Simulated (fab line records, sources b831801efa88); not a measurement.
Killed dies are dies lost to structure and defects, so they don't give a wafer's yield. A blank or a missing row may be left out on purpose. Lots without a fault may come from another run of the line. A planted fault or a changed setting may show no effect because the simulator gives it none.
A sampling plan put to the test | flow gf180mcu | one fab line, 6 faults that these records tell of, each judged on the records of the lots that it struck
The plan is the line's own looks: the steps of the route at which a gauge or an inspection reads the wafer and doesn't change it. A look can be judged if struck wafers have a number there and the file gives its usual mean and standard deviation on fault-free wafers. Caught: at a look after the fault's first step, the mean of the struck wafers lies 4 or more of those standard deviations (sigma) from the usual mean. On the tool: the same test on the tool's own readings at the fault's steps. Another recipe on the struck wafers, or a record that is blank for them alone, also counts as caught.

THE FAULTS, as the simulator had put them in
1. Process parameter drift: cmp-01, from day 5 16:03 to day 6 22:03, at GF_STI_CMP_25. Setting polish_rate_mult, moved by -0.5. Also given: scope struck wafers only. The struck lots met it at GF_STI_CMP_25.
2. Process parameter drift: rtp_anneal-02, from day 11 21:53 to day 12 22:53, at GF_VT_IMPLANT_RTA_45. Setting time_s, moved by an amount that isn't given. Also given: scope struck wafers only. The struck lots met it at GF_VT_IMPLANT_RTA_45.
3. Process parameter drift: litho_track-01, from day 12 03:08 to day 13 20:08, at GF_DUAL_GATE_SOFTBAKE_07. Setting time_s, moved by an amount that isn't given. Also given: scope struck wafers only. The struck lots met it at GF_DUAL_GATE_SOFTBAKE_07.
4. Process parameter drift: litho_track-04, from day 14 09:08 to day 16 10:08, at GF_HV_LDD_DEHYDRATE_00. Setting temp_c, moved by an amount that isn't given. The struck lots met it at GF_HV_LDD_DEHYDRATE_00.
5. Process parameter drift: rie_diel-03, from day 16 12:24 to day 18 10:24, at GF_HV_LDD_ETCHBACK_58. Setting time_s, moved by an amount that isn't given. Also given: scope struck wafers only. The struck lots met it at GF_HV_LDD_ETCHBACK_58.
6. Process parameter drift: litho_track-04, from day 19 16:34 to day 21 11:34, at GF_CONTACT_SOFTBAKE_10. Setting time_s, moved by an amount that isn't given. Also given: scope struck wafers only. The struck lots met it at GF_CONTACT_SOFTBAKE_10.

WHAT THE PLAN SAW
fault | on the tool itself                       | first look that catches it                      | reading, sigma | median hours from its first step to that look | hours from the fault's start to the first struck lot there | judged looks passed uncaught
1     | time_to_endpoint_s +30 sigma             | no look after it can be judged                  | -              | -                                             | -                                                          | 0
2     | run_length_s -35 sigma                   | not the one look that can be judged after it    | -              | -                                             | -                                                          | 1
3     | run_length_s +99 or beyond sigma         | none of the 2 looks that can be judged after it | -              | -                                             | -                                                          | 2
4     | heater_power_total_W -59 sigma           | not the one look that can be judged after it    | -              | -                                             | -                                                          | 1
5     | run_length_s -15 sigma                   | none of the 2 looks that can be judged after it | -              | -                                             | -                                                          | 2
6     | heater_power_total_W +99 or beyond sigma | no look after it can be judged                  | -              | -                                             | -                                                          | 0
A dash: the fault isn't caught, or these records don't give the number.

Caught at a look: 0 of 6. Caught on the tool: 6 of 6. By one or the other: 6 of 6.
Caught on the tool alone: faults 1, 2, 3, 4, 5, 6.
